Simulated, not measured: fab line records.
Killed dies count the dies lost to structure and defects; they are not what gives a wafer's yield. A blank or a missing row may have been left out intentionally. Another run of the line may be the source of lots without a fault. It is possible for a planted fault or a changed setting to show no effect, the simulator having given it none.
Matching of chambers	flow sky130	4 sister chambers for SKY_VIA2_CMP_02 on cmp-02
The step polishes SiO2. 4 wafers are shown with their chamber, then 7 later ones without.

## EACH WAFER AND ITS CHAMBER
wafer	chamber	motorCurrentA (A)
L262.1	2	12.5
L266.5	3	16.2
L272.1	0	10.7
L272.4	1	9.7

## WAFERS WITHOUT THEIR CHAMBER
wafer	motorCurrentA (A)
L272.5	9.5
L275.1	9.5
L275.3	10.8
L275.5	15.0
L276.2	15.9
L276.3	10.2
L276.5	9.0

## EACH ONE'S CHAMBER
wafer	from the rows above	in truth
L272.5	can't be placed: 1 or 0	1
L275.1	can't be placed: 1 or 0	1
L275.3	can't be placed: 0 or 1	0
L275.5	3	3
L276.2	3	3
L276.3	can't be placed: 0 or 1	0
L276.5	can't be placed: 1 or 0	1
2 of 7 placed correctly. Unplaceable from these rows: 5, with the true chamber sitting among the candidates in 5. Placed wrongly: 0.
How it was worked out, from the rows above alone: a wafer's distance from a chamber is the root of the sum, over the readings, of the square of ((its reading less the chamber's mean) divided by the reading's scatter). The wafer belongs to the nearest chamber; if the next one is less than 2 further off, it can't be placed. Each chamber's mean is taken over the wafers shown for it. The scatter: with one shown wafer a chamber, the root of the mean of the squares of how far each hidden wafer lies from its nearest shown one.
